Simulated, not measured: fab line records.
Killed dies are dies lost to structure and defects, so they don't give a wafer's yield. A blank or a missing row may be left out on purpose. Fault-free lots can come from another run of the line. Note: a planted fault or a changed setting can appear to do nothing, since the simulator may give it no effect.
Which tool is to blame?	flow sky130	15 lots with 45 wafers sampled at 4 steps, on a route of 708 steps

== WHAT EACH GAUGE READ, for each wafer ==
SKY_FIELD_ISO_BOW_MEAS_00. Usual: INCOMING_BOW typically reads 0 um, with standard deviation 6.6.
lot	measured	on	INCOMING_BOW (um)	flag
L861	day 2 01:00	film_metro-01	-2 0 -5	
L862	day 2 06:04	film_metro-01	3 -7 -5	
L863	day 2 11:00	film_metro-03	-7 11 -16	
L864	day 2 16:02	film_metro-03	10 2 -14	
L865	day 2 21:00	film_metro-04	18 -1 -5	
L868	day 3 12:00	film_metro-04	-9 5 10	
L869	day 3 17:00	film_metro-03	-8 3 5	
L871	day 4 03:00	film_metro-04	0 -2 -5	
L872	day 4 08:00	film_metro-04	-5 -3 -2	
L873	day 4 13:00	film_metro-04	8 -9 -10	
L874	day 4 18:00	film_metro-04	-1 8 2	
L875	day 4 23:00	film_metro-04	4 -7 0	
L876	day 5 04:01	film_metro-03	-2 -13 -13	
L880	day 6 00:00	film_metro-04	0 -4 -6	
L881	day 6 05:02	film_metro-01	0 -8 2	

SKY_VT_ADJUST_LVTN_OVL_MEAS_07. Usual: VT_ADJUST_LVTN_OVL typically reads -0.2 nm, with standard deviation 1.7.
lot	measured	on	VT_ADJUST_LVTN_OVL (nm)	flag
L861	day 7 16:55	overlay-02	0.9 1.0 0.5	
L862	day 8 00:18	overlay-01	2.4 2.1 1.2	
L863	day 8 09:49	overlay-01	1.8 2.2 1.8	
L864	day 8 11:29	overlay-02	1.6 2.2 1.1	
L865	day 8 17:54	overlay-01	-0.2 -1.7 -0.7	
L868	day 9 12:54	overlay-02	1.0 -0.9 -0.5	
L869	day 9 19:23	overlay-01	0.8 1.0 0.0	
L871	day 10 08:58	overlay-02	0.4 1.1 2.5	
L872	day 10 13:45	overlay-02	-2.1 -1.6 -2.7	
L876	day 11 23:29	overlay-02	-1.6 0.4 -1.8	
L880	day 12 23:05	overlay-01	-1.3 -0.9 -0.7	
L881	day 13 04:38	overlay-01	-3.8 -2.8 -2.1	

== WHICH TOOL RAN EACH LOT (tool, then ch and the chambers of the sampled wafers, then the start) ==
lot	SKY_FIELD_ISO_EXPOSE_10	SKY_FIELD_ISO_STRIP_16
L861	krf_scanner-01 ch 0, day 2 13:19	plasma_asher-03 ch 1, day 2 20:34
L862	krf_scanner-01 ch 0, day 2 17:52	plasma_asher-04 ch 0,1, day 3 01:12
L863	krf_scanner-02 ch 0, day 3 02:11	plasma_asher-03 ch 0,1, day 3 10:07
L864	krf_scanner-02 ch 0, day 3 04:02	plasma_asher-02 ch 0,1, day 3 12:23
L865	krf_scanner-02 ch 0, day 3 10:39	plasma_asher-02 ch 0,1, day 3 18:55
L868	krf_scanner-02 ch 0, day 4 01:05	plasma_asher-02 ch 0,1, day 4 09:16
L869	krf_scanner-02 ch 0, day 4 05:42	plasma_asher-03 ch 0,1, day 4 13:52
L871	krf_scanner-01 ch 0, day 4 16:36	plasma_asher-04 ch 0,1, day 5 01:13
L872	krf_scanner-02 ch 0, day 4 21:49	plasma_asher-02 ch 0,1, day 5 06:40
L873	krf_scanner-01, day 5 01:46	plasma_asher-04 ch 0,1, day 5 10:34
L874	krf_scanner-02, day 5 07:03	plasma_asher-04 ch 0,1, day 5 16:37
L875	krf_scanner-02, day 5 14:48	plasma_asher-04 ch 0,1, day 6 00:10
L876	krf_scanner-02 ch 0, day 5 17:41	plasma_asher-03 ch 0,1, day 6 02:29
L880	krf_scanner-02 ch 0, day 6 16:52	plasma_asher-04 ch 0,1, day 7 02:56
L881	krf_scanner-02 ch 0, day 6 18:50	plasma_asher-02 ch 0,1, day 7 04:51
- SKY_FIELD_ISO_EXPOSE_10: exposes mask FOM, target cd 150 nm.
- SKY_FIELD_ISO_STRIP_16: strips in O2/N2.

== WHAT THE TOOLS THEMSELVES READ (means of the sampled wafers that have a number; where no wafer has one, the mark that the record gives instead) ==
SKY_FIELD_ISO_EXPOSE_10. Usual: exposure_dose_mJ_cm2 27.98, standard deviation 0.033; focus_offset_nm 0.1 nm, standard deviation 0.55.
lot	tool	exposure_dose_mJ_cm2	focus_offset_nm (nm)	flag
L861	krf_scanner-01	27.98	0.6	
L862	krf_scanner-01	27.98	0.2	
L863	krf_scanner-02	27.96	-0.3	
L864	krf_scanner-02	27.98	0.5	
L865	krf_scanner-02	28.00	-0.1	
L868	krf_scanner-02	27.96	0.5	
L869	krf_scanner-02	27.94	-0.0	
L871	krf_scanner-01	28.00	0.3	
L872	krf_scanner-02	27.95	-0.4	
L873	krf_scanner-01	-	-	OFF
L874	krf_scanner-02	-	-	OFF
L875	krf_scanner-02	-	-	OFF
L876	krf_scanner-02	27.96	-0.1	
L880	krf_scanner-02	27.99	-0.2	
L881	krf_scanner-02	27.97	0.7	

SKY_FIELD_ISO_STRIP_16. Usual: chamber_pressure_mTorr 1500.2 mTorr, standard deviation 1.3; drypump_motor_current_A 6.13 A, standard deviation 0.19; oes_product_au 0.378 a.u., standard deviation 0.0046; strip_time_to_endpoint_s 3.555 s, standard deviation 0.024.
lot	tool	chamber_pressure_mTorr (mTorr)	drypump_motor_current_A (A)	oes_product_au (a.u.)	strip_time_to_endpoint_s (s)	flag
L861	plasma_asher-03	1499.3	6.10	0.379	3.551	
L862	plasma_asher-04	1501.5	6.04	0.380	3.568	
L863	plasma_asher-03	1499.0	6.32	0.379	3.565	
L864	plasma_asher-02	1501.2	6.08	0.378	3.561	
L865	plasma_asher-02	1500.8	6.07	0.379	3.543	
L868	plasma_asher-02	1500.6	6.03	0.375	3.574	
L869	plasma_asher-03	1500.1	6.19	0.375	3.548	
L871	plasma_asher-04	1499.8	6.17	0.375	3.525	
L872	plasma_asher-02	1499.5	6.08	0.375	3.522	
L873	plasma_asher-04	1500.7	6.18	0.371	3.525	
L874	plasma_asher-04	1500.2	6.06	0.375	3.536	
L875	plasma_asher-04	1499.6	6.17	0.378	3.547	
L876	plasma_asher-03	1500.9	6.20	0.377	3.525	
L880	plasma_asher-04	1497.9	6.16	0.375	3.567	
L881	plasma_asher-02	1499.2	6.03	0.379	3.565	

== THE ANSWER, worked out from the rows above alone ==
Rule: take the mean of a lot's wafers that have a number; if it is more than 3 standard deviations from the usual mean, the lot is off. Also off: a lot with no number at a reading for which 4 or more lots have one. All remaining lots with rows at the step are treated as sound. After the gauges, taken in route order, come the tools' own readings; for these a lot's mean is taken, as printed above. The first step at which some lot is off is used, and at that step the reading that is off furthest; a lot without a number counts as furthest.
Off, at SKY_FIELD_ISO_EXPOSE_10 on exposure_dose_mJ_cm2: L873, L874, L875. Without a number there: L873, L874, L875.
If a tool, at that step or one of the process steps before it, ran each lot that is off and ran no sound lot following the first of them, it fits. Not one of the candidates tried fits.

== WHAT HAD BEEN PUT IN BY THE SIMULATOR ==
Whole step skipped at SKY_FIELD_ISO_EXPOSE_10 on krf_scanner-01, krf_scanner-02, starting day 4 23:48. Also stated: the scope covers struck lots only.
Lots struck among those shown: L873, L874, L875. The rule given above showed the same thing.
